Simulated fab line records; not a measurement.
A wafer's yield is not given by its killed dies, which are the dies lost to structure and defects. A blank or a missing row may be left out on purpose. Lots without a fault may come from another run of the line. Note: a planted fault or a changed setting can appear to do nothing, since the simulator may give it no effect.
fab line records :: flow sky130 :: part 2 of 2: steps 25 to 31 of 31
record:
  lots: 5
  wafers: 15
  last_day: 49
route steps=708 shown LOCAL_INTERCONNECT@395 CONTACT@406
lots untouched by any fault: they come from a run of this same line in which no faults occurred
start_h: the number of hours between the record's first day and the start of the first shown wafer of the lot :: wait_h: hours from the lot's prior step to this one :: " repeats the value in the row above :: L1.1+2: a single row standing in for several wafers :: - value missing, or start not given :: * or withheld: withheld :: < > ~ a bound
route shown NAME@n: names a module that has steps shown in the file, with the first one's number in the route :: usual: the fault-free wafers' mean and standard deviation :: same: alike in all rows :: chamber/n: place in a boat :: sites: each site's reading :: _std_site: the standard deviation of these :: _edge_site: the outer-site mean with the inner-site mean subtracted :: radius_mm: for every site, how far away it sits from the centre of the wafer :: mask NAME#n: copy n :: behind: the most recent tool/chamber to have shaped the wafer :: hold: why the lot was held/for how many hours/how that ended :: device: which transistor (n, p or np) failed to switch :: end of line: tests of these same wafers at the route's end :: a step with no rows: only its recipe :: killed: dies lost to structure and defects at the first sort, not the wafer's yield :: map: a wafer's dies, x killed, . not, _ none there
set.NAME: the setting as run; set.NAME@STEP: as run at that earlier step :: model.NAME: the simulator's own value behind a step, which no gauge read
lots at some steps of the route; a table a step, a row a wafer
services: when a tool's chamber went out of use (start_h, in hours from the record's first day, below 0 if earlier), for how many hours, and the reason
== steps ==
step: SKY_CONTACT_DEVELOP_13
recipe:
  develop_time_s: 60
  resist: KrF-thick
  dev_temp_c: 21
usual:
  chill_plate_temp_C: 23.00/0.11
lot.wafer: L082.2
tool: litho_track-03
chamber: 0
start_h: -
wait_h: -
chill_plate_temp_C: 23.08

lot.wafer: L082.3
tool: litho_track-03
chamber: 0
start_h: -
wait_h: -
chill_plate_temp_C: 23.15

lot.wafer: L082.5
tool: litho_track-03
chamber: 0
start_h: -
wait_h: -
chill_plate_temp_C: 23.07

lot.wafer: L083.2
tool: litho_track-04
chamber: 0
start_h: -
wait_h: -
chill_plate_temp_C: 22.91

lot.wafer: L083.4
tool: litho_track-04
chamber: 0
start_h: -
wait_h: -
chill_plate_temp_C: 23.00

lot.wafer: L083.6
tool: litho_track-04
chamber: 0
start_h: -
wait_h: -
chill_plate_temp_C: 22.92

lot.wafer: L086.1
tool: litho_track-03
chamber: 0
start_h: -
wait_h: -
chill_plate_temp_C: 22.99

lot.wafer: L086.4
tool: litho_track-03
chamber: 0
start_h: -
wait_h: -
chill_plate_temp_C: 22.89

lot.wafer: L086.5
tool: litho_track-03
chamber: 0
start_h: -
wait_h: -
chill_plate_temp_C: 22.97

lot.wafer: L091.3
tool: litho_track-01
chamber: 0
start_h: -
wait_h: -
chill_plate_temp_C: 23.15

lot.wafer: L091.4
tool: litho_track-01
chamber: 0
start_h: -
wait_h: -
chill_plate_temp_C: 22.87

lot.wafer: L091.6
tool: litho_track-01
chamber: 0
start_h: -
wait_h: -
chill_plate_temp_C: 23.13

lot.wafer: L095.1
tool: litho_track-03
chamber: 0
start_h: -
wait_h: -
chill_plate_temp_C: 22.87

lot.wafer: L095.3
tool: litho_track-03
chamber: 0
start_h: -
wait_h: -
chill_plate_temp_C: 22.93

lot.wafer: L095.6
tool: litho_track-03
chamber: 0
start_h: -
wait_h: -
chill_plate_temp_C: 22.80
step: SKY_CONTACT_CD_MEAS_14
recipe:
  target_cd_nm: 170
usual:
  cd_nm: 170.1/1.4
lot.wafer: L082.2
tool: cd_sem-02
chamber: -
start_h: 813.13
wait_h: -
cd_nm: 168.6

lot.wafer: L082.3
tool: cd_sem-02
chamber: -
start_h: 813.13
wait_h: -
cd_nm: 169.4

lot.wafer: L082.5
tool: cd_sem-02
chamber: -
start_h: 813.13
wait_h: -
cd_nm: 170.5

lot.wafer: L083.2
tool: cd_sem-01
chamber: -
start_h: 828.48
wait_h: -
cd_nm: 169.2

lot.wafer: L083.4
tool: cd_sem-01
chamber: -
start_h: 828.48
wait_h: -
cd_nm: 169.4

lot.wafer: L083.6
tool: cd_sem-01
chamber: -
start_h: 828.48
wait_h: -
cd_nm: 168.7

lot.wafer: L086.1
tool: cd_sem-01
chamber: -
start_h: 835.76
wait_h: -
cd_nm: 169.8

lot.wafer: L086.4
tool: cd_sem-01
chamber: -
start_h: 835.76
wait_h: -
cd_nm: 170.5

lot.wafer: L086.5
tool: cd_sem-01
chamber: -
start_h: 835.76
wait_h: -
cd_nm: 171.1

lot.wafer: L091.3
tool: cd_sem-02
chamber: -
start_h: 862.86
wait_h: -
cd_nm: 168.2

lot.wafer: L091.4
tool: cd_sem-02
chamber: -
start_h: 862.86
wait_h: -
cd_nm: 168.9

lot.wafer: L091.6
tool: cd_sem-02
chamber: -
start_h: 862.86
wait_h: -
cd_nm: 169.3

lot.wafer: L095.1
tool: cd_sem-02
chamber: -
start_h: 892.26
wait_h: -
cd_nm: 170.3

lot.wafer: L095.3
tool: cd_sem-02
chamber: -
start_h: 892.26
wait_h: -
cd_nm: 168.5

lot.wafer: L095.6
tool: cd_sem-02
chamber: -
start_h: 892.26
wait_h: -
cd_nm: 168.3
step: SKY_CONTACT_OVL_MEAS_15
usual:
  CONTACT_OVL: -3/5
lot.wafer: L082.2
tool: overlay-02
chamber: -
start_h: 813.24
wait_h: 0.1
CONTACT_OVL[nm]: 3

lot.wafer: L082.3
tool: overlay-02
chamber: -
start_h: 813.24
wait_h: 0.1
CONTACT_OVL[nm]: 5

lot.wafer: L082.5
tool: overlay-02
chamber: -
start_h: 813.24
wait_h: 0.1
CONTACT_OVL[nm]: 5

lot.wafer: L083.2
tool: overlay-01
chamber: -
start_h: 828.59
wait_h: 0.1
CONTACT_OVL[nm]: -5

lot.wafer: L083.4
tool: overlay-01
chamber: -
start_h: 828.59
wait_h: 0.1
CONTACT_OVL[nm]: -12

lot.wafer: L083.6
tool: overlay-01
chamber: -
start_h: 828.59
wait_h: 0.1
CONTACT_OVL[nm]: -11

lot.wafer: L086.1
tool: overlay-02
chamber: -
start_h: 835.88
wait_h: 0.1
CONTACT_OVL[nm]: -2

lot.wafer: L086.4
tool: overlay-02
chamber: -
start_h: 835.88
wait_h: 0.1
CONTACT_OVL[nm]: -8

lot.wafer: L086.5
tool: overlay-02
chamber: -
start_h: 835.88
wait_h: 0.1
CONTACT_OVL[nm]: -11

lot.wafer: L091.3
tool: overlay-01
chamber: -
start_h: 862.96
wait_h: 0.1
CONTACT_OVL[nm]: 6

lot.wafer: L091.4
tool: overlay-01
chamber: -
start_h: 862.96
wait_h: 0.1
CONTACT_OVL[nm]: 5

lot.wafer: L091.6
tool: overlay-01
chamber: -
start_h: 862.96
wait_h: 0.1
CONTACT_OVL[nm]: 0

lot.wafer: L095.1
tool: overlay-02
chamber: -
start_h: 892.38
wait_h: 0.1
CONTACT_OVL[nm]: -4

lot.wafer: L095.3
tool: overlay-02
chamber: -
start_h: 892.38
wait_h: 0.1
CONTACT_OVL[nm]: -4

lot.wafer: L095.6
tool: overlay-02
chamber: -
start_h: 892.38
wait_h: 0.1
CONTACT_OVL[nm]: -11
step: SKY_CONTACT_ETCH_16
recipe:
  chemistry: N2/H2
  target: BARC
  ion_energy_ev: 200
  source_w: 500
  bias_w: 100
  pressure_mtorr: 30
  n2_flow_sccm: 100
  h2_flow_sccm: 200
  stop_on: SiO2
  time_s: 45.9
  target_depth_a: 600
usual:
  chamber_pressure_mTorr: 30.00/0.046
  drypump_motor_current_A: 5.7/0.36
  oes_product_au: 0.855/0.0051
  throttle_valve_pct: 13.225/0.0095
lot.wafer: L082.2
tool: rie_diel-02
chamber: 1
start_h: 813.27
wait_h: 0.0
chamber_pressure_mTorr: 29.99
drypump_motor_current_A: 5.7
oes_product_au: 0.846
rf_hours_counter_h: 13
throttle_valve_pct: 13.221

lot.wafer: L082.3
tool: rie_diel-02
chamber: 2
start_h: 813.27
wait_h: 0.0
chamber_pressure_mTorr: 30.02
drypump_motor_current_A: 6.4
oes_product_au: 0.850
rf_hours_counter_h: 15
throttle_valve_pct: 13.220

lot.wafer: L082.5
tool: rie_diel-02
chamber: 2
start_h: 813.27
wait_h: 0.0
chamber_pressure_mTorr: 29.96
drypump_motor_current_A: 6.4
oes_product_au: 0.861
rf_hours_counter_h: -
throttle_valve_pct: 13.225

lot.wafer: L083.2
tool: rie_diel-01
chamber: 3
start_h: 828.62
wait_h: 0.0
chamber_pressure_mTorr: 29.99
drypump_motor_current_A: 5.3
oes_product_au: 0.851
rf_hours_counter_h: 17
throttle_valve_pct: 13.233

lot.wafer: L083.4
tool: rie_diel-01
chamber: 0
start_h: 828.62
wait_h: 0.0
chamber_pressure_mTorr: 30.03
drypump_motor_current_A: 5.7
oes_product_au: 0.846
rf_hours_counter_h: 6
throttle_valve_pct: 13.224

lot.wafer: L083.6
tool: rie_diel-01
chamber: 3
start_h: 828.62
wait_h: 0.0
chamber_pressure_mTorr: 29.99
drypump_motor_current_A: 5.3
oes_product_au: 0.848
rf_hours_counter_h: -
throttle_valve_pct: 13.224

lot.wafer: L086.1
tool: rie_diel-03
chamber: 2
start_h: 835.92
wait_h: 0.0
chamber_pressure_mTorr: 30.03
drypump_motor_current_A: 5.7
oes_product_au: 0.850
rf_hours_counter_h: 11
throttle_valve_pct: 13.229

lot.wafer: L086.4
tool: rie_diel-03
chamber: 1
start_h: 835.92
wait_h: 0.0
chamber_pressure_mTorr: 29.99
drypump_motor_current_A: 6.2
oes_product_au: 0.854
rf_hours_counter_h: 15
throttle_valve_pct: 13.225

lot.wafer: L086.5
tool: rie_diel-03
chamber: 2
start_h: 835.92
wait_h: 0.0
chamber_pressure_mTorr: 30.01
drypump_motor_current_A: 5.7
oes_product_au: 0.850
rf_hours_counter_h: -
throttle_valve_pct: 13.226

lot.wafer: L091.3
tool: rie_diel-03
chamber: 1
start_h: 862.98
wait_h: 0.0
chamber_pressure_mTorr: 29.97
drypump_motor_current_A: 6.2
oes_product_au: 0.854
rf_hours_counter_h: 16
throttle_valve_pct: 13.214

lot.wafer: L091.4
tool: rie_diel-03
chamber: 3
start_h: 862.98
wait_h: 0.0
chamber_pressure_mTorr: 30.00
drypump_motor_current_A: 5.6
oes_product_au: 0.859
rf_hours_counter_h: 21
throttle_valve_pct: 13.228

lot.wafer: L091.6
tool: rie_diel-03
chamber: 1
start_h: 862.98
wait_h: 0.0
chamber_pressure_mTorr: 29.99
drypump_motor_current_A: 6.2
oes_product_au: 0.852
rf_hours_counter_h: -
throttle_valve_pct: 13.230

lot.wafer: L095.1
tool: rie_diel-03
chamber: 3
start_h: 892.42
wait_h: 0.0
chamber_pressure_mTorr: 29.99
drypump_motor_current_A: 5.6
oes_product_au: 0.854
rf_hours_counter_h: 22
throttle_valve_pct: 13.230

lot.wafer: L095.3
tool: rie_diel-03
chamber: 0
start_h: 892.42
wait_h: 0.0
chamber_pressure_mTorr: 29.99
drypump_motor_current_A: 5.1
oes_product_au: 0.846
rf_hours_counter_h: 5
throttle_valve_pct: 13.209

lot.wafer: L095.6
tool: rie_diel-03
chamber: 3
start_h: 892.42
wait_h: 0.0
chamber_pressure_mTorr: 29.98
drypump_motor_current_A: 5.6
oes_product_au: 0.850
rf_hours_counter_h: -
throttle_valve_pct: 13.226
step: SKY_CONTACT_ETCH_17
recipe:
  target: SiO2
  chemistry: C4F8/O2/Ar
  stop_on: Si3N4
  mask_material: KrF-thick
  source_w: 1500
  bias_w: 1200
  pressure_mtorr: 40
  c4f8_flow_sccm: withheld
  O2_flow_sccm: 6
  Ar_flow_sccm: 300
  time_s: withheld
  target_depth_a: 3400
usual:
  chamber_pressure_mTorr: 40.00/0.046
  oes_product_au: 0.891/0.0047
lot.wafer: L082.2
tool: rie_diel-02
chamber: 1
start_h: 813.31
wait_h: 0.0
chamber_pressure_mTorr: 40.01
oes_product_au: 0.899

lot.wafer: L082.3
tool: rie_diel-02
chamber: 2
start_h: 813.31
wait_h: 0.0
chamber_pressure_mTorr: 39.95
oes_product_au: 0.891

lot.wafer: L082.5
tool: rie_diel-02
chamber: 2
start_h: 813.31
wait_h: 0.0
chamber_pressure_mTorr: 40.10
oes_product_au: 0.882

lot.wafer: L083.2
tool: rie_diel-01
chamber: 3
start_h: 828.66
wait_h: 0.0
chamber_pressure_mTorr: 39.96
oes_product_au: 0.893

lot.wafer: L083.4
tool: rie_diel-01
chamber: 0
start_h: 828.66
wait_h: 0.0
chamber_pressure_mTorr: 40.04
oes_product_au: 0.891

lot.wafer: L083.6
tool: rie_diel-01
chamber: 3
start_h: 828.66
wait_h: 0.0
chamber_pressure_mTorr: 39.97
oes_product_au: 0.887

lot.wafer: L086.1
tool: rie_diel-03
chamber: 2
start_h: 835.96
wait_h: 0.0
chamber_pressure_mTorr: 40.02
oes_product_au: 0.890

lot.wafer: L086.4
tool: rie_diel-03
chamber: 1
start_h: 835.96
wait_h: 0.0
chamber_pressure_mTorr: 40.00
oes_product_au: 0.893

lot.wafer: L086.5
tool: rie_diel-03
chamber: 2
start_h: 835.96
wait_h: 0.0
chamber_pressure_mTorr: 40.00
oes_product_au: 0.904

lot.wafer: L091.3
tool: rie_diel-03
chamber: 1
start_h: 863.02
wait_h: 0.0
chamber_pressure_mTorr: 39.97
oes_product_au: 0.889

lot.wafer: L091.4
tool: rie_diel-03
chamber: 3
start_h: 863.02
wait_h: 0.0
chamber_pressure_mTorr: 39.95
oes_product_au: 0.887

lot.wafer: L091.6
tool: rie_diel-03
chamber: 1
start_h: 863.02
wait_h: 0.0
chamber_pressure_mTorr: 40.04
oes_product_au: 0.891

lot.wafer: L095.1
tool: rie_diel-03
chamber: 3
start_h: 892.46
wait_h: 0.0
chamber_pressure_mTorr: 39.97
oes_product_au: 0.879

lot.wafer: L095.3
tool: rie_diel-03
chamber: 0
start_h: 892.46
wait_h: 0.0
chamber_pressure_mTorr: 40.00
oes_product_au: 0.890

lot.wafer: L095.6
tool: rie_diel-03
chamber: 3
start_h: 892.46
wait_h: 0.0
chamber_pressure_mTorr: 39.95
oes_product_au: 0.892
step: SKY_CONTACT_ETCH_18
recipe:
  target: Si3N4
  chemistry: CHF3/O2
  stop_on: TiN
  source_w: 600
  bias_w: 200
  pressure_mtorr: 40
  chf3_flow_sccm: 50
  O2_flow_sccm: 5
  time_s: 39
  target_depth_a: 750
usual:
  chamber_pressure_mTorr: 40.00/0.037
  drypump_motor_current_A: 5.7/0.36
  oes_product_au: 0.857/0.0083
  throttle_valve_pct: 8.794/0.0095
lot.wafer: L082.2
tool: rie_diel-02
chamber: 1
start_h: -
wait_h: -
chamber_pressure_mTorr: 39.97
drypump_motor_current_A: 5.8
oes_product_au: 0.867
rf_hours_counter_h: 13
throttle_valve_pct: 8.815

lot.wafer: L082.3
tool: rie_diel-02
chamber: 2
start_h: -
wait_h: -
chamber_pressure_mTorr: 40.01
drypump_motor_current_A: 6.5
oes_product_au: 0.851
rf_hours_counter_h: 15
throttle_valve_pct: 8.799

lot.wafer: L082.5
tool: rie_diel-02
chamber: 2
start_h: -
wait_h: -
chamber_pressure_mTorr: 40.11
drypump_motor_current_A: 6.4
oes_product_au: 0.871
rf_hours_counter_h: -
throttle_valve_pct: 8.788

lot.wafer: L083.2
tool: rie_diel-01
chamber: 3
start_h: -
wait_h: -
chamber_pressure_mTorr: 39.99
drypump_motor_current_A: 5.3
oes_product_au: 0.851
rf_hours_counter_h: 17
throttle_valve_pct: 8.798

lot.wafer: L083.4
tool: rie_diel-01
chamber: 0
start_h: -
wait_h: -
chamber_pressure_mTorr: 39.94
drypump_motor_current_A: 5.7
oes_product_au: 0.855
rf_hours_counter_h: 6
throttle_valve_pct: 8.793

lot.wafer: L083.6
tool: rie_diel-01
chamber: 3
start_h: -
wait_h: -
chamber_pressure_mTorr: 39.96
drypump_motor_current_A: 5.3
oes_product_au: 0.857
rf_hours_counter_h: -
throttle_valve_pct: 8.789

lot.wafer: L086.1
tool: rie_diel-03
chamber: 2
start_h: -
wait_h: -
chamber_pressure_mTorr: 40.04
drypump_motor_current_A: 5.7
oes_product_au: 0.851
rf_hours_counter_h: 11
throttle_valve_pct: 8.796

lot.wafer: L086.4
tool: rie_diel-03
chamber: 1
start_h: -
wait_h: -
chamber_pressure_mTorr: 40.00
drypump_motor_current_A: 6.2
oes_product_au: 0.868
rf_hours_counter_h: 15
throttle_valve_pct: 8.791

lot.wafer: L086.5
tool: rie_diel-03
chamber: 2
start_h: -
wait_h: -
chamber_pressure_mTorr: 40.05
drypump_motor_current_A: 5.7
oes_product_au: 0.871
rf_hours_counter_h: -
throttle_valve_pct: 8.794

lot.wafer: L091.3
tool: rie_diel-03
chamber: 1
start_h: -
wait_h: -
chamber_pressure_mTorr: 39.95
drypump_motor_current_A: 6.3
oes_product_au: 0.844
rf_hours_counter_h: 16
throttle_valve_pct: 8.784

lot.wafer: L091.4
tool: rie_diel-03
chamber: 3
start_h: -
wait_h: -
chamber_pressure_mTorr: 40.02
drypump_motor_current_A: 5.6
oes_product_au: 0.862
rf_hours_counter_h: 21
throttle_valve_pct: 8.814

lot.wafer: L091.6
tool: rie_diel-03
chamber: 1
start_h: -
wait_h: -
chamber_pressure_mTorr: 40.03
drypump_motor_current_A: 6.2
oes_product_au: 0.857
rf_hours_counter_h: -
throttle_valve_pct: 8.793

lot.wafer: L095.1
tool: rie_diel-03
chamber: 3
start_h: -
wait_h: -
chamber_pressure_mTorr: 39.94
drypump_motor_current_A: 5.6
oes_product_au: 0.847
rf_hours_counter_h: 22
throttle_valve_pct: 8.780

lot.wafer: L095.3
tool: rie_diel-03
chamber: 0
start_h: -
wait_h: -
chamber_pressure_mTorr: 40.00
drypump_motor_current_A: 5.1
oes_product_au: 0.854
rf_hours_counter_h: 5
throttle_valve_pct: 8.802

lot.wafer: L095.6
tool: rie_diel-03
chamber: 3
start_h: -
wait_h: -
chamber_pressure_mTorr: 39.97
drypump_motor_current_A: 5.6
oes_product_au: 0.847
rf_hours_counter_h: -
throttle_valve_pct: 8.793
step: SKY_CONTACT_STRIP_19
recipe:
  chemistry: O2/N2
  power_w: 1400
  pressure_mtorr: 1500
  platen_temp_c: withheld
  o2_flow_sccm: 3000
  n2_flow_sccm: 300
  overash_fraction: 0.5
usual:
  chamber_pressure_mTorr: 1500.0/1.5
  drypump_motor_current_A: 5.5/0.4
  oes_product_au: 0.381/0.0041
  strip_time_to_endpoint_s: 3.626/0.024
lot.wafer: L082.2
tool: plasma_asher-01
chamber: 0
start_h: 813.40
wait_h: -
chamber_pressure_mTorr: 1498.3
drypump_motor_current_A: 5.4
oes_product_au: 0.382
rf_hours_counter_h: 7
strip_time_to_endpoint_s: 3.629

lot.wafer: L082.3
tool: plasma_asher-01
chamber: 0
start_h: 813.40
wait_h: -
chamber_pressure_mTorr: 1500.4
drypump_motor_current_A: 5.4
oes_product_au: 0.384
rf_hours_counter_h: -
strip_time_to_endpoint_s: 3.699

lot.wafer: L082.5
tool: plasma_asher-01
chamber: 0
start_h: 813.40
wait_h: -
chamber_pressure_mTorr: 1499.0
drypump_motor_current_A: 5.4
oes_product_au: 0.383
rf_hours_counter_h: -
strip_time_to_endpoint_s: 3.681

lot.wafer: L083.2
tool: plasma_asher-01
chamber: 0
start_h: 828.75
wait_h: -
chamber_pressure_mTorr: 1502.7
drypump_motor_current_A: 5.5
oes_product_au: 0.380
rf_hours_counter_h: 8
strip_time_to_endpoint_s: 3.665

lot.wafer: L083.4
tool: plasma_asher-01
chamber: 0
start_h: 828.75
wait_h: -
chamber_pressure_mTorr: 1499.0
drypump_motor_current_A: 5.4
oes_product_au: 0.376
rf_hours_counter_h: -
strip_time_to_endpoint_s: 3.633

lot.wafer: L083.6
tool: plasma_asher-01
chamber: 1
start_h: 828.75
wait_h: -
chamber_pressure_mTorr: 1501.6
drypump_motor_current_A: 6.0
oes_product_au: 0.377
rf_hours_counter_h: -
strip_time_to_endpoint_s: 3.655

lot.wafer: L086.1
tool: plasma_asher-01
chamber: 0
start_h: 836.05
wait_h: -
chamber_pressure_mTorr: 1502.3
drypump_motor_current_A: 5.4
oes_product_au: 0.388
rf_hours_counter_h: 9
strip_time_to_endpoint_s: 3.613

lot.wafer: L086.4
tool: plasma_asher-01
chamber: 0
start_h: 836.05
wait_h: -
chamber_pressure_mTorr: 1501.0
drypump_motor_current_A: 5.4
oes_product_au: 0.374
rf_hours_counter_h: -
strip_time_to_endpoint_s: 3.635

lot.wafer: L086.5
tool: plasma_asher-01
chamber: 0
start_h: 836.05
wait_h: -
chamber_pressure_mTorr: 1499.2
drypump_motor_current_A: 5.4
oes_product_au: 0.380
rf_hours_counter_h: -
strip_time_to_endpoint_s: 3.613

lot.wafer: L091.3
tool: plasma_asher-02
chamber: 1
start_h: 863.15
wait_h: -
chamber_pressure_mTorr: 1496.0
drypump_motor_current_A: 5.7
oes_product_au: 0.388
rf_hours_counter_h: -
strip_time_to_endpoint_s: 3.645

lot.wafer: L091.4
tool: plasma_asher-02
chamber: 0
start_h: 863.15
wait_h: -
chamber_pressure_mTorr: 1501.7
drypump_motor_current_A: 5.5
oes_product_au: 0.380
rf_hours_counter_h: -
strip_time_to_endpoint_s: 3.631

lot.wafer: L091.6
tool: plasma_asher-02
chamber: 1
start_h: 863.15
wait_h: -
chamber_pressure_mTorr: 1500.0
drypump_motor_current_A: 5.7
oes_product_au: 0.376
rf_hours_counter_h: -
strip_time_to_endpoint_s: 3.643

lot.wafer: L095.1
tool: plasma_asher-01
chamber: 1
start_h: 892.55
wait_h: -
chamber_pressure_mTorr: 1499.2
drypump_motor_current_A: 6.0
oes_product_au: 0.377
rf_hours_counter_h: 15
strip_time_to_endpoint_s: 3.582

lot.wafer: L095.3
tool: plasma_asher-01
chamber: 1
start_h: 892.55
wait_h: -
chamber_pressure_mTorr: 1499.4
drypump_motor_current_A: 6.0
oes_product_au: 0.374
rf_hours_counter_h: -
strip_time_to_endpoint_s: 3.581

lot.wafer: L095.6
tool: plasma_asher-01
chamber: 1
start_h: 892.55
wait_h: -
chamber_pressure_mTorr: 1498.9
drypump_motor_current_A: 6.0
oes_product_au: 0.380
rf_hours_counter_h: -
strip_time_to_endpoint_s: 3.559
== services ==
tool: wet_bench-02
chamber: -
start_h: 752.03
hours: 4.4
kind: pm

tool: rie_diel-03
chamber: 0
start_h: 756.62
hours: 5.5
kind: repair

tool: hdpcvd-02
chamber: -
start_h: 759.37
hours: 0.9
kind: repair

tool: plasma_asher-01
chamber: -
start_h: 765.42
hours: 0.5
kind: repair

tool: cmp-02
chamber: -
start_h: 769.29
hours: 1.8
kind: repair

tool: cmp-02
chamber: -
start_h: 775.22
hours: 1.1
kind: repair

tool: krf_scanner-02
chamber: -
start_h: 778.99
hours: 21.0
kind: pm

tool: pecvd-02
chamber: 2
start_h: 783.73
hours: 10.9
kind: repair

tool: rie_diel-01
chamber: 1
start_h: 784.23
hours: 1.2
kind: repair

tool: krf_scanner-01
chamber: -
start_h: 799.99
hours: 4.4
kind: pm

tool: krf_scanner-02
chamber: -
start_h: 804.36
hours: 1.3
kind: pm

tool: krf_scanner-02
chamber: -
start_h: 805.66
hours: 1.0
kind: pm

tool: krf_scanner-01
chamber: -
start_h: 810.93
hours: 0.8
kind: pm

tool: rie_diel-01
chamber: 0
start_h: 811.05
hours: 5.0
kind: repair

tool: rie_diel-02
chamber: 3
start_h: 824.09
hours: 6.3
kind: repair

tool: hdpcvd-02
chamber: -
start_h: 827.15
hours: 0.3
kind: repair

tool: rie_diel-02
chamber: 1
start_h: 829.79
hours: 5.2
kind: repair

tool: rie_metal-02
chamber: -
start_h: 861.96
hours: 14.6
kind: pm

tool: krf_scanner-01
chamber: -
start_h: 862.37
hours: 1.3
kind: pm

tool: krf_scanner-02
chamber: -
start_h: 863.85
hours: 0.8
kind: pm

tool: rie_diel-01
chamber: 2
start_h: 878.85
hours: 34.8
kind: repair

tool: rie_metal-02
chamber: -
start_h: 884.19
hours: 5.3
kind: repair

tool: krf_scanner-01
chamber: -
start_h: 889.30
hours: 4.0
kind: pm

tool: krf_scanner-02
chamber: -
start_h: 889.98
hours: 4.4
kind: repair
